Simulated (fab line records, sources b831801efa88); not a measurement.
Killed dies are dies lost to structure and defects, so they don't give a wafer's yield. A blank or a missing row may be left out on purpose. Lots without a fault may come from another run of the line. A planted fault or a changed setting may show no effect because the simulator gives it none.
Chamber matching | flow sky130 | SKY_LI_CONTACT_ETCH_15 on rie_diel-02: 4 sister chambers
The step etches PSG in C4F8/O2/Ar, stops on Si, target depth 600 nm. 4 wafers are shown with their chamber, then 7 later ones without.

WAFERS WITH THEIR CHAMBER
wafer  | chamber | oes_product_au (a.u.)
L297.4 | 3       | 0.836
L300.3 | 1       | 0.841
L304.1 | 2       | 0.836
L304.3 | 0       | 0.839

WAFERS WITHOUT THEIR CHAMBER
wafer  | oes_product_au (a.u.)
L304.6 | 0.829
L307.2 | 0.837
L307.3 | 0.843
L307.5 | 0.835
L318.1 | 0.830
L318.5 | 0.840
L318.6 | 0.832

WHICH CHAMBER EACH WENT THROUGH
wafer  | from the rows above               | in truth
L304.6 | can't be placed: 2 or 3 or 0 or 1 | 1
L307.2 | can't be placed: 2 or 3 or 0 or 1 | 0
L307.3 | can't be placed: 1 or 0 or 2 or 3 | 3
L307.5 | can't be placed: 2 or 3 or 0 or 1 | 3
L318.1 | can't be placed: 2 or 3 or 0 or 1 | 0
L318.5 | can't be placed: 0 or 1 or 2 or 3 | 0
L318.6 | can't be placed: 2 or 3 or 0 or 1 | 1
Placed correctly: 0 of 7. Can't be placed from these rows: 7 (the true chamber is among the candidates in 7). Placed wrongly: 0.
How it was worked out, from the rows above alone: a wafer's distance from a chamber is the root of the sum, over the readings, of the square of ((its reading less the chamber's mean) divided by the reading's scatter). The wafer belongs to the nearest chamber; if the next one is less than 2 further off, it can't be placed. A chamber's mean is the mean of its shown wafers. The scatter: with one shown wafer a chamber, the root of the mean of the squares of how far each hidden wafer lies from its nearest shown one.
